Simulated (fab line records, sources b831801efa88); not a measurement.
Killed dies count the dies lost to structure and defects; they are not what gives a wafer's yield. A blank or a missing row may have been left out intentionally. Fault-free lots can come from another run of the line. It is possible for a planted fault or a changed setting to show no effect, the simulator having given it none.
A struck lot beside a sound one ; flow gf180mcu ; 15 out of 602 route steps
Sound: these wafers, L980.1, L980.2, L980.3. The struck wafers were L970.2, L970.3, L970.6. The cause is named last.
Order at every step that has rows: each side's tool, ch and its chambers, its first start. Under that, the readings that differ: sound wafers ; struck wafers ; difference of the means ; sigmas: that difference in standard deviations of wafers without a fault.
alike: readings with means less than 2 such deviations apart, plus words and numbers identical on both sides. not compared: withheld readings, readings lacking a value on some wafer, bounds such as >300 that could conceal the same value, and numbers that have no deviation in the record and whose values overlap.
A row with sigmas, a row that says differs or no value, or rows on one side alone: a step with any of these is where the two part. When numbers do not overlap yet have no deviation, they are printed without sigmas and do not part them. Lack of a reading on every wafer of one side parts them only where that side has two or more wafers.

first, 1 step without rows for these wafers: GF_TOP_METAL_CLEAN_19 (cleans in DIW).
GF_PASSIVATION_CVD_00: deposits SiO2 from TEOS, target thk 1000 nm, time 111.95 s.
  sound on pecvd-01 ch 0,1,2, day 32 09:39; struck on pecvd-03 ch 0,2, day 29 15:13
  alike: heaterPowerW, rfFwdPowerW
GF_PASSIVATION_THK_MEAS_01:
  sound: filmMetro-03 at day 32 09:44; struck: filmMetro-01 at day 29 15:19
  alike: PASSIVATION_CVD_00_THK
GF_PASSIVATION_CVD_02: deposits Si3N4, target thk 700 nm, time 486.18 s.
  sound on pecvd-02 ch 0,1,2, day 32 09:47; struck on pecvd-01 ch 0,2, day 29 15:22
  alike: heaterPowerW, rfFwdPowerW
GF_PASSIVATION_THK_MEAS_03:
  sound: filmMetro-03 at day 32 10:04; struck: filmMetro-04 at day 29 15:46
  alike: PASSIVATION_CVD_02_THK
then, 7 steps without rows for these wafers: GF_PASSIVATION_DEHYDRATE_04 (time 60 s); GF_PASSIVATION_HMDS_05 (prime time 60 s); GF_PASSIVATION_COAT_06 (resist thk 4000 nm); GF_PASSIVATION_SOFTBAKE_07; GF_PASSIVATION_EXPOSE_08 (exposes mask Pad, target cd 40000 nm); GF_PASSIVATION_PEB_09; GF_PASSIVATION_DEVELOP_10 (develop time 60 s).
GF_PASSIVATION_ETCH_11: etches the open film in CF4/O2, stops on TiN, target depth 1800 nm, time 400 s.
  sound on rieDiel-03 ch 0,1,3, day 33 02:38; struck on rieDiel-03 ch 1,3, day 30 10:22
  no value came back on the struck wafers for any of 8 readings (O2_flow_sccm (sccm), biasW (W) and others); on the sound wafers O2_flow_sccm (sccm) reads 9.96 10.04 10.00
reading;sound;struck;difference;sigmas
model.coat_of_PASSIVATION_COAT_06.thkNm (nm);2803 2783 2766;4016 4013 4020;+1232;
GF_PASSIVATION_STRIP_12: strips in O2/N2.
  sound on plasmaAsher-04 ch 0,1, day 33 02:53; struck on plasmaAsher-03 ch 0,1, day 30 10:37
reading;sound;struck;difference;sigmas
stripTimeToEndpointS (s);34.80 34.57 34.39;48.49 48.43 48.53;+13.90;+73
  alike: drypumpMotorCurrentA, heaterPowerW, oesProductAu
  not compared: rfHoursCounterH
then, 1 step without rows for these wafers: GF_PASSIVATION_ANNEAL_13 (time 1800 s).

WHERE THEY PART
At GF_PASSIVATION_ETCH_11 first; at GF_PASSIVATION_STRIP_12 last (within this record only).

WHY: what had been put in by the simulator
At GF_PASSIVATION_ETCH_11, the step was skipped entirely on rieDiel-03 from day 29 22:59 on. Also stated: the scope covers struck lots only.
